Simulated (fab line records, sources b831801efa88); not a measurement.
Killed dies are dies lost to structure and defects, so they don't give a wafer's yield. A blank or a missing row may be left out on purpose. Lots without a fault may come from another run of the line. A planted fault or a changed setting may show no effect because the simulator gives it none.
fab line records | flow sky130
record lots=14 wafers=41 last_day=49
route steps=708 shown METAL3@564 METAL4@600 VIA4@650
lots that met no fault: from a run of the same line without faults
start_h: hours from the record's first day to the start of the lot's first wafer shown | wait_h: hours since the lot's step before | " the same as in the row above | L1.1+2: a row that stands for several wafers | - no value, or no start given | * or withheld: withheld | < > ~ a bound
route shown NAME@n: a module of which the file shows steps, and the number in the route of the first | usual: mean/standard deviation of fault-free wafers | same: alike in all rows | chamber/n: place in a boat | sites: the reading at each site | _std_site: their standard deviation | _edge_site: outer sites' mean less inner sites' | radius_mm: how far each site lies from the wafer's centre | mask NAME#n: copy n | behind: the tool/chamber that last shaped the wafer | hold: why the lot was held/for how many hours/how that ended | device: the transistor (n, p or np) that didn't switch | end of line: the same wafers' tests at the end of the route | a step without rows: its recipe alone | killed: dies lost to structure and defects at the first sort, not the wafer's yield | map: a wafer's dies, x killed, . not, _ none there
set.NAME: the setting as run; set.NAME@STEP: as run at that earlier step | model.NAME: the simulator's own value behind a step, which no gauge read
steps of the route over a sample of lots; a table a step, a row a wafer
services: from which hour (start_h, from the record's first day; less than 0 if before it) a tool's chamber was out of use, for how many hours, and why
## steps
# step SKY_METAL3_OVL_MEAS_14
# usual METAL3_OVL=1/5.4
# columns lot.wafer tool chamber start_h wait_h METAL3_OVL[nm]
L275.1 overlay-01 - 899.96 0.1 6
L275.5 " - " " 1
L275.6 " - " " 4
L276.2 overlay-02 - 906.22 0.1 0
L276.3 " - " " 4
L276.4 " - " " -2
L277.3 overlay-01 - 917.31 0.1 -5
L277.4 " - " " -7
L277.6 " - " " 2
L280.1 overlay-01 - 934.33 0.1 8
L280.3 " - " " 7
L280.5 " - " " 8
L279.1 overlay-01 - 934.68 0.1 -12
L279.3 " - " " -12
L279.6 " - " " -7
L278.1 overlay-02 - 935.66 0.1 4
L278.4 " - " " 0
L278.6 " - " " 7
L281.3 overlay-01 - 937.19 0.1 2
L281.4 " - " " 2
L281.5 " - " " 4
L282.1 overlay-02 - 958.11 0.1 0
L282.2 " - " " 3
L282.4 " - " " 0
L283.1 overlay-01 - 959.15 0.1 -5
L283.2 " - " " -7
L283.4 " - " " -9
L286.1 overlay-01 - 980.71 0.1 -3
L286.5 " - " " -3
L286.6 " - " " -2
L292.2 overlay-02 - 1020.48 0.1 4
L292.5 " - " " 8
L293.2 overlay-01 - 1022.58 0.1 7
L293.4 " - " " 4
L293.6 " - " " 5
L295.2 overlay-02 - 1036.70 0.1 -7
L295.3 " - " " -6
L295.5 " - " " -5
L296.1 overlay-01 - 1037.05 0.1 0
L296.3 " - " " 4
L296.4 " - " " 3
# step SKY_METAL4_SPUTTER_02
# recipe material=AlCu target_thk_nm=735 power_w=10600 time_s=39.1 chamber_pressure_pa=0.4
# usual throttle_valve_pct=29.7/1
# columns lot.wafer tool chamber start_h wait_h throttle_valve_pct
L275.1 pvd_sputter-01 - 928.45 0.0 29.1
L275.5 " - " " 28.8
L275.6 " - " " 30.6
L276.2 pvd_sputter-04 - 933.83 0.0 28.0
L276.3 " - " " 32.8
L276.4 " - " " 30.3
L277.3 pvd_sputter-04 - 945.34 0.0 27.8
L277.4 " - " " 30.1
L277.6 " - " " 28.2
L280.1 pvd_sputter-03 - 962.16 0.0 30.2
L280.3 " - " " 30.1
L280.5 " - " " 30.2
L279.1 pvd_sputter-04 - 962.24 0.0 28.3
L279.3 " - " " 30.1
L279.6 " - " " 28.0
L278.1 pvd_sputter-03 - 963.31 0.0 30.1
L278.4 " - " " 30.0
L278.6 " - " " 28.6
L281.3 pvd_sputter-03 - 964.85 0.0 28.5
L281.4 " - " " 29.8
L281.5 " - " " 30.0
L282.1 pvd_sputter-01 - 984.91 0.0 29.6
L282.2 " - " " 29.3
L282.4 " - " " 30.6
L283.1 pvd_sputter-03 - 986.46 0.0 30.3
L283.2 " - " " 30.3
L283.4 " - " " 29.8
L286.1 pvd_sputter-01 - 1006.92 0.0 30.5
L286.5 " - " " 30.7
L286.6 " - " " 29.4
L292.2 pvd_sputter-03 - 1046.16 0.0 30.2
L292.5 " - " " 30.0
L293.2 pvd_sputter-03 - 1048.81 0.0 30.1
L293.4 " - " " 30.0
L293.6 " - " " 28.5
L296.1 pvd_sputter-01 - 1061.41 0.0 30.7
L296.3 " - " " 28.7
L296.4 " - " " 29.7
L295.2 pvd_sputter-04 - 1062.24 0.0 30.3
L295.3 " - " " 32.4
L295.5 " - " " 28.9
# step SKY_METAL4_METAL_ETCH_18
# recipe target_depth_a=8450 stop_on=SiO2 over_etch_frac=0.3 time_s=183.1 chemistry=Cl2/BCl3 resist_sidewall_deg=88 pressure_mtorr=10 icp_w=900 bias_w=48.5 Cl2_flow_sccm=60 bcl3_flow_sccm=30
# usual drypump_motor_current_A=5.5/0.43 oes_product_au=0.865/0.0058 throttle_valve_pct=22.265/0.0095
# same time_s=183.1
# columns lot.wafer tool chamber start_h wait_h drypump_motor_current_A oes_product_au rf_hours_counter_h throttle_valve_pct
L275.1 rie_metal-02 1 978.39 0.0 5.2 0.862 2 22.260
L275.5 " 1 " " 5.2 0.873 - 22.249
L275.6 " 0 " " 5.8 0.863 - 22.262
L276.2 rie_metal-01 1 982.93 0.0 5.7 0.856 6 22.262
L276.3 " 0 " " 5.0 0.860 - 22.258
L276.4 " 1 " " 5.7 0.858 - 22.269
L277.3 rie_metal-03 1 993.20 0.1 6.2 0.867 - 22.260
L277.4 " 0 " " 5.7 0.868 - 22.277
L277.6 " 0 " " 5.7 0.869 - 22.263
L280.1 rie_metal-01 0 1009.14 0.0 5.0 0.855 14 22.262
L280.3 " 0 " " 5.0 0.871 - 22.262
L280.5 " 1 " " 5.8 0.861 - 22.262
L279.1 rie_metal-02 1 1009.78 0.0 5.2 0.874 3 22.281
L279.3 " 0 " " 5.8 0.872 - 22.262
L279.6 " 1 " " 5.2 0.862 - 22.258
L278.1 rie_metal-03 1 1010.78 0.0 6.2 0.853 15 22.258
L278.4 " 0 " " 5.7 0.849 - 22.260
L278.6 " 0 " " 5.7 0.862 - 22.240
L281.3 rie_metal-01 0 1012.90 0.1 4.9 0.876 - 22.270
L281.4 " 1 " " 5.7 0.865 - 22.262
L281.5 " 1 " " 5.7 0.875 - 22.260
L282.1 rie_metal-02 1 1031.78 0.0 5.2 0.867 5 22.267
L282.2 " 0 " " 5.8 0.867 12 22.257
L282.4 " 0 " " 5.8 0.872 - 22.269
L283.1 rie_metal-03 0 1032.13 0.0 5.7 0.874 14 22.269
L283.2 " 1 " " 6.2 0.857 17 22.252
L283.4 " 0 " " 5.8 0.866 - 22.264
L286.1 rie_metal-01 0 1053.68 0.0 4.9 0.850 17 22.262
L286.5 " 0 " " 4.9 0.862 - 22.258
L286.6 " 1 " " 5.7 0.854 - 22.261
L292.2 rie_metal-01 1 1090.40 0.0 5.7 0.978 14 22.248
L292.5 " 1 " " 5.7 0.860 - 22.272
L293.2 rie_metal-01 0 1092.39 0.0 4.9 0.979 21 22.257
L293.4 " 0 " " 4.9 0.865 - 22.259
L293.6 " 1 " " 5.7 0.978 - 22.248
L296.1 rie_metal-01 1 1103.58 0.0 5.7 0.867 15 22.252
L296.3 " 0 " " 4.9 0.872 - 22.262
L296.4 " 1 " " 5.8 0.863 - 22.267
L295.2 rie_metal-01 1 1105.23 0.0 5.7 0.871 15 22.256
L295.3 " 0 " " 4.9 0.863 - 22.260
L295.5 " 1 " " 5.7 0.861 - 22.240
# step SKY_VIA4_OVL_MEAS_11
# usual VIA4_OVL=0.5/1.3
# columns lot.wafer tool chamber start_h wait_h VIA4_OVL[nm]
L275.1 overlay-01 - 1002.71 0.1 -0.4
L275.5 " - " " -0.2
L275.6 " - " " -0.5
L276.2 overlay-01 - 1007.46 0.1 -0.1
L276.3 " - " " 1.0
L276.4 " - " " -0.5
L277.3 overlay-01 - 1017.34 0.1 -0.9
L277.4 " - " " 0.0
L277.6 " - " " -1.5
L280.1 overlay-02 - 1033.36 0.1 1.5
L280.3 " - " " 0.6
L280.5 " - " " 0.3
L279.1 overlay-02 - 1034.14 0.1 0.7
L279.3 " - " " 3.2
L279.6 " - " " -1.5
L278.1 overlay-01 - 1034.44 0.1 -0.6
L278.4 " - " " -1.4
L278.6 " - " " -0.7
L281.3 overlay-01 - 1037.55 0.1 1.6
L281.4 " - " " 0.2
L281.5 " - " " 1.9
L282.1 overlay-02 - 1055.04 0.1 -0.1
L282.2 " - " " 0.3
L282.4 " - " " 0.4
L283.1 overlay-02 - 1055.34 0.1 1.4
L283.2 " - " " 1.0
L283.4 " - " " 0.7
L286.1 overlay-02 - 1076.23 0.1 2.0
L286.5 " - " " 0.4
L286.6 " - " " 1.2
L292.2 overlay-01 - 1111.45 0.1 3.7
L292.5 " - " " 0.6
L293.2 overlay-02 - 1113.71 0.1 -0.5
L293.4 " - " " 2.7
L293.6 " - " " -0.2
L296.1 overlay-02 - 1123.63 0.1 -0.4
L296.3 " - " " -1.7
L296.4 " - " " -1.0
L295.2 overlay-01 - 1125.68 0.1 -0.8
L295.3 " - " " 0.2
L295.5 " - " " 2.3
# step SKY_VIA4_STRIP_13
# recipe chemistry=O2/N2 power_w=1400 pressure_mtorr=1500 platen_temp_c=withheld o2_flow_sccm=3000 n2_flow_sccm=300 overash_fraction=0.5
# usual drypump_motor_current_A=5.6/0.49 oes_product_au=0.709/0.0042 strip_time_to_endpoint_s=12.81/0.035
# columns lot.wafer tool chamber start_h wait_h drypump_motor_current_A oes_product_au rf_hours_counter_h strip_time_to_endpoint_s
L275.1 plasma_asher-01 0 1002.82 - 5.9 0.707 26 12.80
L275.5 " 0 " " 5.9 0.706 - 12.83
L275.6 " 1 " " 5.7 0.713 - 12.80
L276.2 plasma_asher-01 1 1007.57 - 5.7 0.712 26 12.79
L276.3 " 1 " " 5.7 0.718 - 12.83
L276.4 " 0 " " 5.9 0.711 - 12.83
L277.3 plasma_asher-01 0 1017.47 - 5.8 0.707 - 12.81
L277.4 " 1 " " 5.7 0.713 - 12.79
L277.6 " 0 " " 5.9 0.708 - 12.78
L280.1 plasma_asher-02 0 1033.47 - 4.8 0.712 116 12.80
L280.3 " 0 " " 4.8 0.703 - 12.83
L280.5 " 1 " " 4.8 0.713 - 12.78
L279.1 plasma_asher-01 1 1034.25 - 5.7 0.702 29 12.80
L279.3 " 1 " " 5.7 0.710 - 12.80
L279.6 " 0 " " 5.9 0.713 - 12.81
L278.1 plasma_asher-03 1 1034.55 - 5.0 0.714 95 12.77
L278.4 " 1 " " 5.0 0.698 - 12.79
L278.6 " 0 " " 6.1 0.711 - 12.78
L281.3 plasma_asher-03 0 1037.68 - 6.1 0.706 - 12.81
L281.4 " 1 " " 5.0 0.701 - 12.79
L281.5 " 1 " " 5.0 0.711 - 12.84
L282.1 plasma_asher-03 0 1055.15 - 6.1 0.711 96 12.79
L282.2 " 1 " " 5.0 0.710 96 12.82
L282.4 " 0 " " 6.1 0.705 - 12.83
L283.1 plasma_asher-01 1 1055.45 - 5.7 0.703 31 12.79
L283.2 " 0 " " 5.9 0.707 31 12.80
L283.4 " 1 " " 5.7 0.706 - 12.80
L286.1 plasma_asher-03 0 1076.34 - 6.1 0.704 99 12.81
L286.5 " 1 " " 5.0 0.710 - 12.81
L286.6 " 0 " " 6.1 0.715 - 12.81
L292.2 plasma_asher-02 1 1111.55 - 4.8 0.705 4 12.89
L292.5 " 0 " " 4.8 0.707 - 12.87
L293.2 plasma_asher-03 1 1113.82 - 5.0 0.704 102 12.82
L293.4 " 1 " " 5.0 0.711 - 12.80
L293.6 " 0 " " 6.1 0.705 - 12.80
L296.1 plasma_asher-03 1 1123.74 - 5.0 0.706 104 12.78
L296.3 " 1 " " 5.0 0.712 - 12.79
L296.4 " 0 " " 6.1 0.711 - 12.79
L295.2 plasma_asher-01 1 1125.79 - 5.7 0.713 38 12.79
L295.3 " 1 " " 5.7 0.705 - 12.84
L295.5 " 1 " " 5.7 0.713 - 12.82
## services
# columns tool chamber start_h hours kind
pvd_sputter-03 - 939.05 2.1 repair
pvd_sputter-04 1 945.45 - consumable_replace:kit
pvd_sputter-04 1 945.45 18.0 scheduled_down
pvd_sputter-04 1 945.45 18.0 vent_cycle
plasma_asher-01 - 964.92 2.0 repair
pvd_sputter-01 - 998.78 2.7 repair
plasma_asher-01 - 1018.81 2.8 pm
plasma_asher-03 - 1035.68 1.2 repair
rie_metal-03 - 1038.52 28.1 pm
pvd_sputter-03 - 1044.18 1.0 repair
plasma_asher-02 - 1046.27 2.1 repair
pvd_sputter-04 0 1047.51 - consumable_replace:kit
pvd_sputter-04 0 1047.51 18.0 scheduled_down
pvd_sputter-04 0 1047.51 18.0 vent_cycle
plasma_asher-02 - 1055.25 9.0 pm
pvd_sputter-01 - 1058.84 2.3 repair
pvd_sputter-03 3 1063.61 - consumable_replace:kit
pvd_sputter-03 3 1063.61 18.0 scheduled_down
pvd_sputter-03 3 1063.61 18.0 vent_cycle
pvd_sputter-03 - 1065.33 0.8 repair
plasma_asher-02 - 1066.98 0.9 repair
plasma_asher-02 - 1075.65 1.0 repair
rie_metal-01 0 1092.61 2.4 repair
pvd_sputter-03 - 1109.54 4.6 repair
## key
first_sign step=SKY_METAL4_METAL_ETCH_18 reading=oes_product_au direction=up sigmas=19 usual=0.865 struck=0.978
effect none on later readings
met_at SKY_METAL4_SPUTTER_02
struck_lots L292,L293
struck_wafers L292.2,L293.2,L293.6
sort_left_out L292.2,L293.2,L293.6
not_acting_at SKY_METAL3_OVL_MEAS_14,SKY_VIA4_OVL_MEAS_11,SKY_VIA4_STRIP_13
onset_between 986.46 1046.16
fault kind=process_parameter_drift tool=pvd_sputter-03 chamber=- onset_h=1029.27 steps=SKY_METAL4_SPUTTER_02 channel=time_s offset=* shape=step end_h=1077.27 scope=struck_wafers_only acts_in=* stated=*
# sort_left_out: the simulated sort isn't trusted on such a fault, so these wafers' sort isn't shown, and their yield isn't known
